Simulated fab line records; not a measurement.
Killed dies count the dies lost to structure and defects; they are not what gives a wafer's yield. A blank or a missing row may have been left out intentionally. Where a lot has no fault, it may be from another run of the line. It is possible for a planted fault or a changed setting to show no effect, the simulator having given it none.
What tool caused it? | flow sky130 | 15 lots with 45 wafers sampled at 4 steps, on a route of 708 steps

== WHAT EACH GAUGE READ, for each wafer ==
SKY_VT_ADJUST_HVTP_TW_MEAS_11.
lot  | measured     | on            | VT_ADJUST_HVTP_TW
L343 | day 6 04:34  | film_metro-04 | 1355 1352 1354
L345 | day 6 17:10  | film_metro-02 | 1355 1356 1359
L346 | day 6 23:43  | film_metro-03 | 1343 1347 1349
L347 | day 7 07:52  | film_metro-04 | 1340 1346 1342
L348 | day 7 14:34  | film_metro-02 | 1374 1369 1373
L349 | day 7 23:07  | film_metro-04 | 1345 1341 1353
L354 | day 9 02:27  | film_metro-02 | 1360 1357 1361
L355 | day 9 09:06  | film_metro-02 | 1354 1355 1357
L356 | day 9 13:01  | film_metro-04 | 1339 1335 1345
L360 | day 10 15:43 | film_metro-04 | 1345 1358 1354
L361 | day 11 00:00 | film_metro-03 | 1331 1329 1328
L362 | day 11 05:39 | film_metro-04 | 1336 1335 1347
L363 | day 11 06:18 | film_metro-03 | 1323 1339 1330
L365 | day 12 01:41 | film_metro-04 | 1358 1354 1360
L366 | day 12 06:01 | film_metro-02 | 1361 1360 1359

== EACH LOT AND THE TOOL THAT RAN IT (in order: tool; ch and the chambers of the sampled wafers; start) ==
lot  | SKY_FIELD_ISO_CMP_27         | SKY_NWELL_STRIP_14                   | SKY_VT_ADJUST_HVTP_PEB_05
L343 | cmp-01 ch 1,2, day 2 11:39   | plasma_asher-04 ch 0,1, day 4 16:32  | litho_track-04 ch 0, day 6 03:52
L345 | cmp-01 ch 0,1, day 2 21:50   | plasma_asher-04 ch 0,1, day 5 03:14  | litho_track-04 ch 0, day 6 16:28
L346 | cmp-01 ch 0,2,3, day 3 03:19 | plasma_asher-04 ch 0, day 5 09:29    | litho_track-03 ch 0, day 6 23:01
L347 | cmp-02 ch 2,3, day 3 09:34   | plasma_asher-01 ch 0,1, day 5 16:04  | litho_track-03 ch 0, day 7 07:11
L348 | cmp-01 ch 2,3, day 3 11:31   | plasma_asher-02 ch 0,1, day 5 22:28  | litho_track-04 ch 0, day 7 13:52
L349 | cmp-02 ch 1,2, day 3 21:23   | plasma_asher-04 ch 0,1, day 6 06:50  | litho_track-02 ch 0, day 7 22:26
L354 | cmp-02 ch 1,2,3, day 4 19:17 | plasma_asher-04 ch 0,1, day 7 07:17  | litho_track-03, day 9 01:44
L355 | cmp-01 ch 0,1,3, day 4 23:07 | plasma_asher-04 ch 0,1, day 7 12:31  | litho_track-03, day 9 06:47
L356 | cmp-01 ch 0,1, day 5 05:14   | plasma_asher-04 ch 1, day 7 17:50    | litho_track-03, day 9 12:19
L360 | cmp-01 ch 1,2,3, day 6 02:23 | plasma_asher-04 ch 0,1, day 8 20:34  | litho_track-03 ch 0, day 10 15:02
L361 | cmp-02 ch 0,3, day 6 09:16   | plasma_asher-01 ch 0,1, day 9 03:38  | litho_track-04 ch 0, day 10 23:17
L362 | cmp-02 ch 0,1,3, day 6 13:35 | plasma_asher-02 ch 0,1, day 9 09:04  | litho_track-03 ch 0, day 11 04:56
L363 | cmp-02 ch 1,3, day 6 15:41   | plasma_asher-01 ch 0, day 9 09:38    | litho_track-03 ch 0, day 11 05:35
L365 | cmp-02 ch 0,1,2, day 7 05:17 | plasma_asher-04 ch 0,1, day 10 01:44 | litho_track-04 ch 0, day 12 00:58
L366 | cmp-01 ch 0,2, day 7 11:08   | plasma_asher-01 ch 0,1, day 10 06:13 | litho_track-03 ch 0, day 12 05:20
- SKY_FIELD_ISO_CMP_27: polishes, stops on Si3N4, t overpolish 16 s, target thk 457.8 nm.
- SKY_NWELL_STRIP_14: strips in O2/N2.
- SKY_VT_ADJUST_HVTP_PEB_05

== WHAT THE TOOLS THEMSELVES READ (means of the sampled wafers that have a number; where no wafer has one, the mark that the record gives instead) ==
SKY_FIELD_ISO_CMP_27.
lot  | tool   | motor_current_A (A) | overpolish_run_s (s) | time_to_endpoint_s (s)
L343 | cmp-01 | 13.5                | 16.002               | 112
L345 | cmp-01 | 11.9                | 16.000               | 112
L346 | cmp-01 | 12.8                | 16.007               | 115
L347 | cmp-02 | 11.8                | 16.006               | 114
L348 | cmp-01 | 12.6                | 16.003               | 110
L349 | cmp-02 | 13.1                | 16.004               | 113
L354 | cmp-02 | 11.8                | 16.006               | 109
L355 | cmp-01 | 13.4                | 16.003               | 115
L356 | cmp-01 | 12.0                | 15.991               | 108
L360 | cmp-01 | 13.3                | 16.001               | 117
L361 | cmp-02 | 10.5                | 16.012               | 117
L362 | cmp-02 | 11.7                | 15.998               | 112
L363 | cmp-02 | 11.8                | 15.988               | 107
L365 | cmp-02 | 11.9                | 16.005               | 114
L366 | cmp-01 | 11.5                | 16.000               | 113

SKY_NWELL_STRIP_14.
lot  | tool            | chamber_pressure_mTorr (mTorr) | drypump_motor_current_A (A) | oes_product_au (a.u.) | strip_time_to_endpoint_s (s)
L343 | plasma_asher-04 | 1499.5                         | 6.1                         | 0.723                 | 36.84
L345 | plasma_asher-04 | 1499.6                         | 5.6                         | 0.724                 | 36.89
L346 | plasma_asher-04 | 1499.9                         | 5.2                         | 0.724                 | 36.94
L347 | plasma_asher-01 | 1501.6                         | 5.2                         | 0.724                 | 37.07
L348 | plasma_asher-02 | 1499.1                         | 5.9                         | 0.723                 | 37.00
L349 | plasma_asher-04 | 1498.7                         | 6.0                         | 0.717                 | 36.96
L354 | plasma_asher-04 | 1499.7                         | 6.0                         | 0.722                 | 36.88
L355 | plasma_asher-04 | 1499.1                         | 5.6                         | 0.723                 | 36.84
L356 | plasma_asher-04 | 1500.0                         | 6.4                         | 0.719                 | 36.73
L360 | plasma_asher-04 | 1499.1                         | 5.5                         | 0.725                 | 36.80
L361 | plasma_asher-01 | 1498.6                         | 5.4                         | 0.727                 | 37.03
L362 | plasma_asher-02 | 1499.6                         | 5.9                         | 0.720                 | 36.94
L363 | plasma_asher-01 | 1498.6                         | 5.5                         | 0.722                 | 36.95
L365 | plasma_asher-04 | 1500.6                         | 6.0                         | 0.725                 | 36.90
L366 | plasma_asher-01 | 1499.2                         | 5.2                         | 0.723                 | 37.00

SKY_VT_ADJUST_HVTP_PEB_05.
lot  | tool           | exhaust_pa (Pa)
L343 | litho_track-04 | 44.8
L345 | litho_track-04 | 44.1
L346 | litho_track-03 | 42.6
L347 | litho_track-03 | 45.2
L348 | litho_track-04 | 45.6
L349 | litho_track-02 | 44.4
L354 | litho_track-03 | -
L355 | litho_track-03 | -
L356 | litho_track-03 | -
L360 | litho_track-03 | 44.2
L361 | litho_track-04 | 46.0
L362 | litho_track-03 | 44.2
L363 | litho_track-03 | 45.1
L365 | litho_track-04 | 46.1
L366 | litho_track-03 | 45.6

== THE ANSWER, worked out from the rows above alone ==
Rule: the lots themselves supply what counts as usual. The widest of any qualifying gaps counts: lots, ordered by their means at a reading, are off when they make up no more than a third of the lots, leave a main group of 4 or more, and stand apart from it by 3 or more times the standard deviation of that group's means. A main group whose means are all the same, to the digits that the tables above print for the reading, isn't used. A lot without any number at a reading at which 4 lots or more have one is off too. Any other lot the step has rows for is counted as sound. First the gauges in route order, then the tools' own readings, where a lot's mean is used as printed above. The first step at which some lot is off is used, and at that step the reading that is off furthest; a lot without a number counts as furthest.
Off, at SKY_VT_ADJUST_HVTP_PEB_05 on exhaust_pa: L354, L355, L356. Without a number there: L354, L355, L356. The main group: mean 44.8 Pa, standard deviation 0.95.
If a tool, at that step or one of the process steps before it, ran each lot that is off and ran no sound lot following the first of them, it fits. Not one of the candidates tried fits.

== WHAT HAD BEEN PUT IN BY THE SIMULATOR ==
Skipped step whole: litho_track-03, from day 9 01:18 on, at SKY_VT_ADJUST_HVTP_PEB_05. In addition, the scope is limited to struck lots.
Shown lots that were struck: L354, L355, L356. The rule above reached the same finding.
